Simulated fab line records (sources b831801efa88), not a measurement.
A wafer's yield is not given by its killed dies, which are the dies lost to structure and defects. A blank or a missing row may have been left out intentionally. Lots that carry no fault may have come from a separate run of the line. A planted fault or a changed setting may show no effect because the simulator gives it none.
fab line records | flow sfqLine
record lots=5 wafers=15 lastDay=93
route steps=325 shown R5@216 I5@228 C5@240 M6@251
lots that met no fault: taken from a fault-free run of the same line
startH: start of the lot's first displayed wafer, in hours after the record's first day | waitH: how many hours have passed since the lot's step before this one | " repeats the value in the row above | L1.1+2: a row that stands for several wafers | - either no value or no given start | * or withheld: withheld | < > ~ a bound
route shown NAME@n: NAME is a module with steps in the file, n the number in the route of the first one | usual: the fault-free wafers' mean and standard deviation | same: alike in all rows | chamber/n: place in a boat | sites: readings site by site | _std_site: standard deviation of those values | _edge_site: mean of outer sites minus mean of inner sites | radiusMm: how far each site lies from the wafer's centre | mask NAME#n: copy n | behind: tool/chamber where the wafer was last shaped | hold: why the lot went on hold/how many hours it stayed there/how the hold came to an end | device: whichever transistor did not switch (one of n, p or np) | end of line: at the end of the route, the tests of the same wafers | for a step that has no rows: nothing shown but its recipe | killed: at the first sort, the dies lost to defects and structure; wafer yield is something else | map: shows each die of a wafer: x if killed, . if not, _ if none is there
set.NAME: the run value of the setting; set.NAME@STEP: its run value at that earlier step | model.NAME: the simulator's own value behind a step, which no gauge read
lots at selected steps of the route; one table per step, one row per wafer
services: from which hour (startH, from the record's first day; less than 0 if before it) a tool's chamber was out of use, for how many hours, and why
## steps
# step SFQ_R5_THK_MEAS_934
# recipe thkMeasGauge=xrf reads=MoNx_of_TRILAYER_R5_DEP_SPUTTER_133
# usual R5_MONX_THK=39.6/0.53
# columns lot.wafer tool chamber startH waitH R5_MONX_THK[nm]
L454.1 filmMetro-03 - 1455.10 0.1 39.4
L454.2 " - " " 39.6
L454.6 " - " " 39.4
L460.1 filmMetro-03 - 1499.27 0.1 40.7
L460.2 " - " " 40.0
L460.6 " - " " 40.0
L461.1 filmMetro-04 - 1615.48 0.1 40.4
L461.3 " - " " 39.8
L461.5 " - " " 39.6
L462.3 filmMetro-02 - 1620.13 0.1 39.5
L462.4 " - " " 39.7
L462.5 " - " " 39.6
L469.3 filmMetro-03 - 1740.27 0.1 39.3
L469.4 " - " " 38.9
L469.6 " - " " 39.1
# step SFQ_TRILAYER_R5_LITHO_COAT_141
# recipe resist=BARC spinRpm=3000 resistThkNm=62
# step SFQ_TRILAYER_R5_LITHO_COAT_136
# recipe resist=KrF spinRpm=3000 resistThkNm=600
# step SFQ_TRILAYER_R5_LITHO_SOFTBAKE_140
# recipe tempC=withheld timeS=withheld resist=KrF
# step SFQ_TRILAYER_R5_LITHO_EXPOSE_137
# recipe maskId=R5 na=0.6 sourceShape=conventional sigmaOuter=0.65 targetCdNm=500 doseMj=14.4
# step SFQ_TRILAYER_R5_LITHO_PEB_139
# recipe pebTempC=115 pebTimeS=60 resist=KrF
# step SFQ_TRILAYER_R5_LITHO_DEVELOP_138
# recipe timeS=60 resist=KrF
# step SFQ_R5_OVL_MEAS_935
# usual R5_OVL=2/5.7
# columns lot.wafer tool chamber startH waitH R5_OVL[nm]
L454.1 overlay-02 - 1585.73 0.1 11
L454.2 " - " " 1
L454.6 " - " " 4
L460.1 overlay-01 - 1631.46 0.1 10
L460.2 " - " " 0
L460.6 " - " " 6
L461.1 overlay-02 - 1732.10 0.1 0
L461.3 " - " " -4
L461.5 " - " " 0
L462.3 overlay-02 - 1735.72 0.1 -4
L462.4 " - " " 7
L462.5 " - " " 2
L469.3 overlay-02 - 1753.85 0.1 -13
L469.4 " - " " -4
L469.6 " - " " -6
# step SFQ_TRILAYER_R5_BARC_OPEN_METAL_ETCH_177
# recipe maskMaterial=PR chemistry=O2 targetDepthNm=125 target=BARC icpW=600 biasW=80 pressureMtorr=10 timeS=41.7
# step SFQ_TRILAYER_R5_ETCH_METAL_ETCH_139
# recipe stopOn=SiO2 maskMaterial=PR chemistry=Cl2 targetDepthNm=60 icpW=600 biasW=80 pressureMtorr=10 timeS=40
# usual chamberPressureMTorr=9.999/0.0093 drypumpMotorCurrentA=5.7/0.42 heBacksideLeakSccm=3.33/0.24 oesProductAu=0.991/0.0054
# same timeS=40
# columns lot.wafer tool chamber startH waitH chamberPressureMTorr drypumpMotorCurrentA heBacksideLeakSccm oesProductAu rfHoursCounterH
L454.1 rieMetal-02 0 1585.83 0.0 10.009 5.4 2.94 1.001 70
L454.2 " 1 " " 10.015 6.3 3.21 0.985 10
L454.6 " 1 " " 9.999 6.2 3.28 0.992 -
L460.1 rieMetal-02 0 1631.56 0.0 10.015 5.4 3.46 0.994 75
L460.2 " 1 " " 10.005 6.2 3.24 0.988 16
L460.6 " 0 " " 9.990 5.4 5.02 1.001 -
L461.1 rieMetal-04 1 1732.20 0.0 9.997 6.0 3.24 0.987 119
L461.3 " 0 " " 10.017 6.2 3.42 1.001 -
L461.5 " 1 " " 10.000 6.0 3.42 0.989 -
L462.3 rieMetal-02 1 1735.82 0.0 9.998 6.3 3.43 0.995 -
L462.4 " 0 " " 9.993 5.4 3.29 0.992 -
L462.5 " 0 " " 10.010 5.4 2.92 0.988 -
L469.3 rieMetal-03 0 1753.95 0.0 10.003 5.4 3.33 0.986 -
L469.4 " 1 " " 9.997 5.3 3.14 0.990 -
L469.6 " 0 " " 10.015 5.4 3.28 0.993 -
# step SFQ_TRILAYER_R5_STRIP_STRIP_140
# recipe gas=O2 powerW=200 platenTempC=40 overashFraction=0.65 chemistry=O2 pressureMtorr=50
# step SFQ_TRILAYER_R5_STRIP_SOLV_CLEAN_141
# recipe chemistry=NMP tempC=70 timeS=600
# step SFQ_TRILAYER_A5C_DEP_PECVD_142
# recipe material=SiO2 tempC=150 timeS=15.556 pressureTorr=2.4 rfW=183.3 precursor=SiH4/N2O targetThkNm=70
# usual heaterPowerW=77/18 throttleValvePct=25.2/1.1
# columns lot.wafer tool chamber startH waitH heaterPowerW throttleValvePct model.SiO2_of_TRILAYER_A5C_DEP_PECVD_142.thkNm
L454.1 pecvd-01 0 1586.66 0.0 73 27.7 70.64
L454.2 " 2 " " 80 26.1 69.83
L454.6 " 0 " " 74 27.8 71.78
L460.1 pecvd-02 1 1632.39 0.0 75 24.3 69.78
L460.2 " 0 " " 60 24.4 69.83
L460.6 " 1 " " 74 24.3 71.25
L461.1 pecvd-02 2 1733.21 0.0 94 24.3 68.53
L461.3 " 0 " " 54 24.9 68.22
L461.5 " 2 " " 96 24.3 69.76
L462.3 pecvd-02 1 1736.63 0.0 76 24.9 68.17
L462.4 " 1 " " 77 25.0 69.87
L462.5 " 0 " " 63 25.1 68.56
L469.3 pecvd-02 0 1754.77 0.0 60 25.1 66
L469.4 " 1 " " 85 25.0 69.91
L469.6 " 0 " " 61 25.3 69.66
# step SFQ_TRILAYER_I5_LITHO_COAT_149
# recipe resist=BARC spinRpm=3000 resistThkNm=62
# step SFQ_TRILAYER_I5_LITHO_COAT_144
# recipe resist=KrF spinRpm=3000 resistThkNm=650
# step SFQ_TRILAYER_I5_LITHO_SOFTBAKE_148
# recipe tempC=withheld timeS=withheld resist=KrF
# step SFQ_TRILAYER_I5_LITHO_EXPOSE_145
# recipe maskId=I5 na=0.6 sourceShape=conventional sigmaOuter=0.65 targetCdNm=700 doseMj=21.3
# step SFQ_TRILAYER_I5_LITHO_PEB_147
# recipe pebTempC=115 pebTimeS=60 resist=KrF
# step SFQ_TRILAYER_I5_LITHO_DEVELOP_146
# recipe timeS=60 resist=KrF
# step SFQ_I5_OVL_MEAS_936
# usual I5_OVL=-2/5.4
# columns lot.wafer tool chamber startH waitH I5_OVL[nm]
L454.1 overlay-02 - 1589.34 0.1 -1
L454.2 " - " " 3
L454.6 " - " " -6
L460.1 overlay-02 - 1747.70 0.1 -3
L460.2 " - " " 3
L460.6 " - " " -3
L461.1 overlay-01 - 1749.04 0.1 8
L461.3 " - " " 2
L461.5 " - " " -6
L462.3 overlay-01 - 1750.37 0.1 11
L462.4 " - " " 4
L462.5 " - " " 4
L469.3 overlay-02 - 1771.85 0.1 3
L469.4 " - " " 1
L469.6 " - " " -2
# step SFQ_TRILAYER_I5_BARC_OPEN_VIA_ETCH_200
# recipe maskMaterial=PR chemistry=O2 targetDepthNm=125 target=BARC sourceW=500 biasW=80 pressureMtorr=30 timeS=41.7
# usual chamberPressureMTorr=29.999/0.029 drypumpMotorCurrentA=5.5/0.51 oesProductAu=0.685/0.0048
# same timeS=41.7
# columns lot.wafer tool chamber startH waitH chamberPressureMTorr drypumpMotorCurrentA oesProductAu rfHoursCounterH
L454.1 rieDiel-04 0 1589.38 0.0 30.027 6.6 0.686 20
L454.2 " 2 " " 29.990 4.7 0.678 21
L454.6 " 2 " " 30.015 4.7 0.680 -
L460.1 rieDiel-04 2 1747.74 0.0 30.023 4.6 0.685 1
L460.2 " 0 " " 30.021 6.6 0.686 0
L460.6 " 2 " " 29.984 4.7 0.684 -
L461.1 rieDiel-03 1 1749.07 0.0 30.014 5.7 0.684 18
L461.3 " 3 " " 30.015 5.9 0.683 8
L461.5 " 3 " " 29.977 5.9 0.686 -
L462.3 rieDiel-01 0 1750.39 0.0 30.006 5.4 0.684 15
L462.4 " 2 " " 29.996 6.0 0.685 13
L462.5 " 3 " " 29.993 5.7 0.685 -
L469.3 rieDiel-01 3 1771.87 0.0 29.966 5.7 0.691 13
L469.4 " 1 " " 29.988 5.2 0.691 15
L469.6 " 1 " " 30.058 5.3 0.683 -
# step SFQ_TRILAYER_I5_ETCH_VIA_ETCH_147
# recipe stopOn=Nb maskMaterial=PR chemistry=CHF3 targetDepthNm=360 sourceW=500 biasW=80 pressureMtorr=30 timeS=withheld
# usual chamberPressureMTorr=30.000/0.028 drypumpMotorCurrentA=5.5/0.51 oesProductAu=0.991/0.0053
# columns lot.wafer tool chamber startH waitH chamberPressureMTorr drypumpMotorCurrentA oesProductAu
L454.1 rieDiel-04 0 1589.42 0.0 30.000 6.6 0.997
L454.2 " 2 " " 29.985 4.7 0.990
L454.6 " 2 " " 30.002 4.7 0.993
L460.1 rieDiel-04 2 1747.78 0.0 29.980 4.7 0.993
L460.2 " 0 " " 30.026 6.6 0.994
L460.6 " 2 " " 30.005 4.7 0.987
L461.1 rieDiel-03 1 1749.11 0.0 30.003 5.7 0.992
L461.3 " 3 " " 30.011 5.9 0.983
L461.5 " 3 " " 30.016 5.9 0.990
L462.3 rieDiel-01 0 1750.43 0.0 29.999 5.4 0.992
L462.4 " 2 " " 30.001 6.0 0.989
L462.5 " 3 " " 30.024 5.7 0.998
L469.3 rieDiel-01 3 1771.91 0.0 29.982 5.7 0.994
L469.4 " 1 " " 30.008 5.3 0.995
L469.6 " 1 " " 30.000 5.3 0.988
# step SFQ_TRILAYER_I5_STRIP_STRIP_148
# recipe gas=O2 powerW=200 platenTempC=40 overashFraction=0.65 chemistry=O2 pressureMtorr=50
# step SFQ_TRILAYER_I5_STRIP_SOLV_CLEAN_149
# recipe chemistry=NMP tempC=70 timeS=600
# step SFQ_TRILAYER_C5_LITHO_COAT_156
# recipe resist=BARC spinRpm=3000 resistThkNm=62
# step SFQ_TRILAYER_C5_LITHO_COAT_151
# recipe resist=KrF spinRpm=3000 resistThkNm=650
# step SFQ_TRILAYER_C5_LITHO_SOFTBAKE_155
# recipe tempC=withheld timeS=withheld resist=KrF
# step SFQ_TRILAYER_C5_LITHO_EXPOSE_152
# recipe maskId=C5 na=0.6 sourceShape=conventional sigmaOuter=0.65 targetCdNm=500 doseMj=21.3
# step SFQ_TRILAYER_C5_LITHO_PEB_154
# recipe pebTempC=115 pebTimeS=60 resist=KrF
# step SFQ_TRILAYER_C5_LITHO_DEVELOP_153
# recipe timeS=60 resist=KrF
# step SFQ_C5_OVL_MEAS_937
# usual C5_OVL=-1/5.4
# columns lot.wafer tool chamber startH waitH C5_OVL[nm]
L454.1 overlay-02 - 1630.41 0.1 -7
L454.2 " - " " -8
L454.6 " - " " -4
L460.1 overlay-01 - 1837.38 0.1 3
L460.2 " - " " 2
L460.6 " - " " 1
L461.1 overlay-01 - 1839.78 0.1 -1
L461.3 " - " " -1
L461.5 " - " " -2
L462.3 overlay-01 - 1843.39 0.1 -8
L462.4 " - " " -2
L462.5 " - " " -9
L469.3 overlay-02 - 1862.59 0.1 -3
L469.4 " - " " 4
L469.6 " - " " 3
# step SFQ_TRILAYER_C5_BARC_OPEN_VIA_ETCH_210
# recipe maskMaterial=PR chemistry=O2 targetDepthNm=125 target=BARC sourceW=500 biasW=80 pressureMtorr=30 timeS=41.7
# usual chamberPressureMTorr=30.00/0.031 drypumpMotorCurrentA=5.6/0.51 oesProductAu=0.685/0.0043
# same timeS=41.7
# columns lot.wafer tool chamber startH waitH chamberPressureMTorr drypumpMotorCurrentA oesProductAu rfHoursCounterH
L454.1 rieDiel-04 0 1630.44 0.0 29.97 6.6 0.686 20
L454.2 " 1 " " 30.02 5.6 0.680 15
L454.6 " 3 " " 30.03 4.9 0.684 -
L460.1 rieDiel-02 3 1837.41 0.0 29.93 6.0 0.677 8
L460.2 " 2 " " 30.04 5.1 0.691 18
L460.6 " 0 " " 29.92 5.6 0.680 -
L461.1 rieDiel-01 0 1839.81 0.0 30.00 5.4 0.684 16
L461.3 " 1 " " 30.05 5.3 0.686 16
L461.5 " 0 " " 30.00 5.4 0.687 -
L462.3 rieDiel-02 1 1843.41 0.0 30.03 5.9 0.679 3
L462.4 " 2 " " 29.97 5.1 0.684 18
L462.5 " 1 " " 30.03 5.9 0.687 -
L469.3 rieDiel-01 2 1862.61 0.0 29.99 6.1 0.683 15
L469.4 " 1 " " 30.04 5.3 0.678 16
L469.6 " 0 " " 29.98 5.4 0.681 -
# step SFQ_TRILAYER_C5_ETCH_VIA_ETCH_154
# recipe target=SiO2 maskMaterial=PR chemistry=CHF3 targetDepthNm=84 sourceW=500 biasW=80 pressureMtorr=30 timeS=withheld stopOn=Nb
# usual chamberPressureMTorr=30.001/0.026 drypumpMotorCurrentA=5.6/0.51 oesProductAu=0.891/0.0092
# columns lot.wafer tool chamber startH waitH chamberPressureMTorr drypumpMotorCurrentA oesProductAu model.etch.depthNm model.C5.featureDepthNm
L454.1 rieDiel-04 0 1630.48 0.0 29.990 6.5 0.903 70.64 70.64
L454.2 " 1 " " 30.005 5.6 0.892 69.83 69.83
L454.6 " 3 " " 30.009 5.0 0.903 71.78 71.78
L460.1 rieDiel-02 3 1837.45 0.0 29.950 6.0 0.890 69.78 69.78
L460.2 " 2 " " 30.043 5.1 0.889 69.83 69.83
L460.6 " 0 " " 29.941 5.6 0.901 71.25 71.25
L461.1 rieDiel-01 0 1839.85 0.0 30.004 5.4 0.881 68.53 68.53
L461.3 " 1 " " 29.952 5.3 0.885 68.22 68.22
L461.5 " 0 " " 30.000 5.4 0.891 69.76 69.76
L462.3 rieDiel-02 1 1843.45 0.0 30.016 5.9 0.872 68.17 68.17
L462.4 " 2 " " 30.021 5.1 0.896 69.87 69.87
L462.5 " 1 " " 29.957 6.0 0.887 68.56 68.56
L469.3 rieDiel-01 2 1862.65 0.0 30.023 6.0 0.860 66 66
L469.4 " 1 " " 29.999 5.3 0.899 69.91 69.91
L469.6 " 0 " " 29.981 5.4 0.891 69.66 69.66
# step SFQ_TRILAYER_C5_STRIP_STRIP_155
# recipe gas=O2 powerW=200 platenTempC=40 overashFraction=0.65 chemistry=O2 pressureMtorr=50
# step SFQ_TRILAYER_C5_STRIP_SOLV_CLEAN_156
# recipe chemistry=NMP tempC=70 timeS=600
# step SFQ_TRILAYER_M6_DEP_PRE_CLEAN_158
# recipe gas=Ar timeS=22.5 biasV=250
# same timeS=22.5
# columns lot.wafer tool chamber startH waitH model.SiO2_of_TRILAYER_A5C_DEP_PECVD_142.thkNm
L454.1 pvdSputter-05 - 1631.51 0.0 63.14
L454.2 " - " " 62.33
L454.6 " - " " 64.28
L460.1 pvdSputter-03 - 1838.28 0.0 62.28
L460.2 " - " " 62.33
L460.6 " - " " 63.75
L461.1 pvdSputter-03 - 1840.68 0.0 61.03
L461.3 " - " " 60.72
L461.5 " - " " 62.26
L462.3 pvdSputter-03 - 1844.28 0.0 60.67
L462.4 " - " " 62.37
L462.5 " - " " 61.06
L469.3 pvdSputter-06 - 1863.48 0.0 58.5
L469.4 " - " " 62.41
L469.6 " - " " 62.16
# step SFQ_TRILAYER_M6_DEP_SPUTTER_157
# recipe material=Nb basePressurePa=1.33e-06 chamberPressurePa=0.1333 substrateTempC=20 targetThkNm=200 powerW=2000 timeS=133.3
# usual throttleValvePct=29.5/1.4
# same timeS=133.3
# columns lot.wafer tool chamber startH waitH throttleValvePct
L454.1 pvdSputter-05 - 1631.54 0.0 26.8
L454.2 " - " " 29.7
L454.6 " - " " 26.9
L460.1 pvdSputter-03 - 1838.31 0.0 31.2
L460.2 " - " " 30.1
L460.6 " - " " 29.4
L461.1 pvdSputter-03 - 1840.71 0.0 31.1
L461.3 " - " " 30.3
L461.5 " - " " 29.3
L462.3 pvdSputter-03 - 1844.31 0.0 30.6
L462.4 " - " " 28.7
L462.5 " - " " 28.7
L469.3 pvdSputter-06 - 1863.51 0.0 31.1
L469.4 " - " " 27.0
L469.6 " - " " 29.2
## services
# columns tool chamber startH hours kind
rieDiel-01 - 1563.19 1.4 repair
pecvd-02 - 1563.29 1.9 repair
pvdSputter-06 - 1583.50 20.3 repair
rieDiel-02 3 1587.43 1.9 repair
rieDiel-02 - 1589.72 1.8 repair
pvdSputter-03 - 1591.52 5.4 repair
pvdSputter-06 - 1597.28 3.2 repair
pvdSputter-06 - 1613.41 4.8 repair
rieDiel-01 - 1634.24 2.8 pm
rieDiel-01 1 1638.35 20.6 repair
rieDiel-02 - 1640.13 2.8 pm
pecvd-02 0 1654.28 4.4 repair
rieDiel-04 1 1657.94 6.8 repair
pecvd-02 2 1662.96 23.8 repair
pecvd-02 - 1705.83 1.1 repair
rieDiel-04 3 1723.94 7.1 repair
rieMetal-02 1 1724.98 5.9 repair
rieDiel-01 0 1725.24 8.0 repair
pecvd-02 - 1774.69 14.6 pm
pvdSputter-03 - 1793.71 10.1 repair
rieDiel-02 3 1807.57 18.2 repair
rieDiel-02 0 1815.14 4.6 repair
rieDiel-01 3 1830.29 6.5 repair
rieDiel-04 1 1850.63 3.5 repair
## key
firstSign step=SFQ_TRILAYER_C5_ETCH_VIA_ETCH_154 reading=oesProductAu direction=down sigmas=3.5 usual=0.891 struck=0.860
effect none on later readings
modelEffect step=SFQ_TRILAYER_A5C_DEP_PECVD_142 value=SiO2_of_TRILAYER_A5C_DEP_PECVD_142.thkNm without=68.66 struck=66
modelEffect step=SFQ_TRILAYER_C5_ETCH_VIA_ETCH_154 value=etch.depthNm without=68.66 struck=66
modelEffect step=SFQ_TRILAYER_M6_DEP_PRE_CLEAN_158 value=SiO2_of_TRILAYER_A5C_DEP_PECVD_142.thkNm without=61.16 struck=58.5
metAt SFQ_TRILAYER_A5C_DEP_PECVD_142
struckWafers L469.3
onsetBetween 1736.63 1754.77
fault kind=processParameterDrift tool=pecvd-02 chamber=- onsetH=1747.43 steps=SFQ_TRILAYER_A5C_DEP_PECVD_142 channel=timeS offset=* shape=step endH=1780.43 scope=struckWafersOnly actsIn=* stated=*
